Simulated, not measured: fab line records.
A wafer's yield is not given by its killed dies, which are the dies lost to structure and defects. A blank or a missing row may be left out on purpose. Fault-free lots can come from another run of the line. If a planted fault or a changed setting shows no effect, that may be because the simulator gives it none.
Which tool was responsible? :: flow gf180mcu :: Sampling: 13 lots, 39 wafers, 4 of 602 route steps

WHAT EACH GAUGE READ, for each wafer
GF_STI_THK_MEAS_24.
lot: L502
measured: day 2 06:38
on: filmMetro-04
STI_CVD_23_THK (nm): 656 655 642

lot: L503
measured: day 2 19:16
on: filmMetro-03
STI_CVD_23_THK (nm): 660 647 662

lot: L504
measured: day 2 19:18
on: filmMetro-04
STI_CVD_23_THK (nm): 641 658 642

lot: L505
measured: day 2 23:02
on: filmMetro-01
STI_CVD_23_THK (nm): 664 644 635

lot: L506
measured: day 3 04:05
on: filmMetro-03
STI_CVD_23_THK (nm): 636 638 661

lot: L507
measured: day 3 04:47
on: filmMetro-03
STI_CVD_23_THK (nm): 646 651 640

lot: L508
measured: day 3 17:06
on: filmMetro-04
STI_CVD_23_THK (nm): 668 670 668

lot: L511
measured: day 4 02:17
on: filmMetro-01
STI_CVD_23_THK (nm): 649 643 664

lot: L516
measured: day 5 04:19
on: filmMetro-03
STI_CVD_23_THK (nm): 644 643 653

lot: L518
measured: day 5 14:43
on: filmMetro-03
STI_CVD_23_THK (nm): 645 633 630

lot: L522
measured: day 6 10:44
on: filmMetro-04
STI_CVD_23_THK (nm): 640 660 651

lot: L523
measured: day 6 16:22
on: filmMetro-04
STI_CVD_23_THK (nm): 655 650 639

lot: L525
measured: day 7 02:21
on: filmMetro-04
STI_CVD_23_THK (nm): 648 635 638

GF_LVPWELL_OVL_MEAS_07.
lot: L502
measured: day 4 05:35
on: overlay-01
LVPWELL_OVL (nm): -0.8 -1.3 0.9

lot: L503
measured: day 4 14:52
on: overlay-02
LVPWELL_OVL (nm): -0.3 -0.1 -0.2

lot: L504
measured: day 4 14:10
on: overlay-01
LVPWELL_OVL (nm): 0.5 1.9 2.2

lot: L505
measured: day 4 18:05
on: overlay-02
LVPWELL_OVL (nm): 0.8 2.0 0.5

lot: L506
measured: day 5 00:19
on: overlay-01
LVPWELL_OVL (nm): 5.0 4.6 4.3

lot: L507
measured: day 5 00:40
on: overlay-02
LVPWELL_OVL (nm): 0.8 3.9 0.4

lot: L508
measured: day 5 14:05
on: overlay-01
LVPWELL_OVL (nm): 2.9 2.1 3.2

lot: L511
measured: day 5 22:44
on: overlay-02
LVPWELL_OVL (nm): 1.4 2.0 2.3

lot: L516
measured: day 7 05:28
on: overlay-02
LVPWELL_OVL (nm): -0.1 -0.6 -0.6

lot: L518
measured: day 7 13:46
on: overlay-01
LVPWELL_OVL (nm): 2.2 1.4 2.8

lot: L522
measured: day 8 13:52
on: overlay-02
LVPWELL_OVL (nm): 0.1 -1.7 2.2

lot: L523
measured: day 8 18:22
on: overlay-01
LVPWELL_OVL (nm): -1.5 -0.6 -0.3

lot: L525
measured: day 9 04:52
on: overlay-01
LVPWELL_OVL (nm): 1.9 1.8 2.9

GF_VT_IMPLANT_TW_MEAS_43.
lot: L502
measured: day 7 21:29
on: filmMetro-03
VT_IMPLANT_4_TW: 682 684 680

lot: L503
measured: day 8 08:27
on: filmMetro-02
VT_IMPLANT_4_TW: 704 704 702

lot: L504
measured: day 8 06:07
on: filmMetro-02
VT_IMPLANT_4_TW: 699 702 702

lot: L505
measured: day 8 11:40
on: filmMetro-02
VT_IMPLANT_4_TW: 701 700 703

lot: L506
measured: day 9 01:09
on: filmMetro-03
VT_IMPLANT_4_TW: 677 676 680

lot: L507
measured: day 9 01:45
on: filmMetro-02
VT_IMPLANT_4_TW: 694 697 694

lot: L508
measured: day 9 12:16
on: filmMetro-03
VT_IMPLANT_4_TW: 675 678 675

lot: L511
measured: day 9 23:11
on: filmMetro-03
VT_IMPLANT_4_TW: 677 679 681

lot: L516
measured: day 11 12:22
on: filmMetro-04
VT_IMPLANT_4_TW: 638 638 641

lot: L518
measured: day 11 21:31
on: filmMetro-03
VT_IMPLANT_4_TW: 648 644 642

lot: L522
measured: day 13 02:04
on: filmMetro-02
VT_IMPLANT_4_TW: 697 697 694

lot: L523
measured: day 13 07:31
on: filmMetro-04
VT_IMPLANT_4_TW: 679 675 678

lot: L525
measured: day 13 19:10
on: filmMetro-03
VT_IMPLANT_4_TW: 685 688 686

TOOL THAT RAN EACH LOT (tool first, then ch and the chambers of the sampled wafers, then the start)
lot: L502
GF_VT_IMPLANT_IMPLANT_41: implanter-04 ch 0, day 7 21:16

lot: L503
GF_VT_IMPLANT_IMPLANT_41: implanter-02 ch 0, day 8 08:12

lot: L504
GF_VT_IMPLANT_IMPLANT_41: implanter-04 ch 0, day 8 05:52

lot: L505
GF_VT_IMPLANT_IMPLANT_41: implanter-02 ch 0, day 8 11:25

lot: L506
GF_VT_IMPLANT_IMPLANT_41: implanter-04 ch 0, day 9 00:54

lot: L507
GF_VT_IMPLANT_IMPLANT_41: implanter-01 ch 0, day 9 01:30

lot: L508
GF_VT_IMPLANT_IMPLANT_41: implanter-01 ch 0, day 9 12:03

lot: L511
GF_VT_IMPLANT_IMPLANT_41: implanter-04 ch 0, day 9 22:58

lot: L516
GF_VT_IMPLANT_IMPLANT_41: implanter-04 ch 0, day 11 12:07

lot: L518
GF_VT_IMPLANT_IMPLANT_41: implanter-04 ch 0, day 11 21:17

lot: L522
GF_VT_IMPLANT_IMPLANT_41: implanter-02 ch 0, day 13 01:50

lot: L523
GF_VT_IMPLANT_IMPLANT_41: implanter-02 ch 0, day 13 07:16

lot: L525
GF_VT_IMPLANT_IMPLANT_41: implanter-02 ch 0, day 13 18:55
- GF_VT_IMPLANT_IMPLANT_41

AS READ BY THE TOOLS THEMSELVES (means over the sampled wafers that have a number; for cases with no such wafer, the mark the record gives instead)
GF_VT_IMPLANT_IMPLANT_41.
lot: L502
tool: implanter-04
beamEnergyKeV: 69.985

lot: L503
tool: implanter-02
beamEnergyKeV: 70.022

lot: L504
tool: implanter-04
beamEnergyKeV: 69.979

lot: L505
tool: implanter-02
beamEnergyKeV: 69.998

lot: L506
tool: implanter-04
beamEnergyKeV: 70.034

lot: L507
tool: implanter-01
beamEnergyKeV: 70.024

lot: L508
tool: implanter-01
beamEnergyKeV: 69.984

lot: L511
tool: implanter-04
beamEnergyKeV: 70.007

lot: L516
tool: implanter-04
beamEnergyKeV: 57.894

lot: L518
tool: implanter-04
beamEnergyKeV: 57.900

lot: L522
tool: implanter-02
beamEnergyKeV: 70.003

lot: L523
tool: implanter-02
beamEnergyKeV: 70.024

lot: L525
tool: implanter-02
beamEnergyKeV: 69.996

THE ANSWER, worked out from the rows above alone
Rule: the usual values come from the lots themselves. Put in order of their means at a reading, lots are off if they are a third of the lots or fewer, leave a main group of 4 or more, and stand apart from it by a gap of 3 or more times the standard deviation of the main group's means; of several such gaps the widest counts. A main group whose means are all the same, to the digits that the tables above print for the reading, isn't used. Also off: a lot with no number at a reading for which 4 or more lots have one. All remaining lots with rows at the step are treated as sound. After the gauges, taken in route order, come the tools' own readings; for these a lot's mean is taken, as printed above. At the first step where some lot is off, the reading lying furthest off is the one used; lots without a number count as furthest.
Off: at GF_VT_IMPLANT_TW_MEAS_43 (VT_IMPLANT_4_TW), L516, L518. The main group has a mean of 689 with a standard deviation of 10.
If a tool, at a process step before that reading, ran all the lots that are off and no sound lot after the first of them, it fits. The gauges at GF_VT_IMPLANT_TW_MEAS_43 aren't tried: what is off there is off at GF_VT_IMPLANT_IMPLANT_41 too, on other tools, and a gauge's error can't cause that. One fits: GF_VT_IMPLANT_IMPLANT_41 on implanter-04. Its last sound lot is L511 (day 9 22:58), its first lot that is off L516 (day 11 12:07): a fault that began between those two fits.
On the lots that are off, the tool's own readings at GF_VT_IMPLANT_IMPLANT_41 differ by more than 5 times the standard deviation of the sound lots' means, which bears it out; beamEnergyKeV reads 57.897 there versus 70.005 on the sound lots.

WHAT THE SIMULATOR HAD INSERTED
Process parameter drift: implanter-04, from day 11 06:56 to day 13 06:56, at GF_VT_IMPLANT_IMPLANT_41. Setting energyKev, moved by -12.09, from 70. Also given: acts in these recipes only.
Struck lots among those shown: L516, L518. This agrees with what the rule above found.
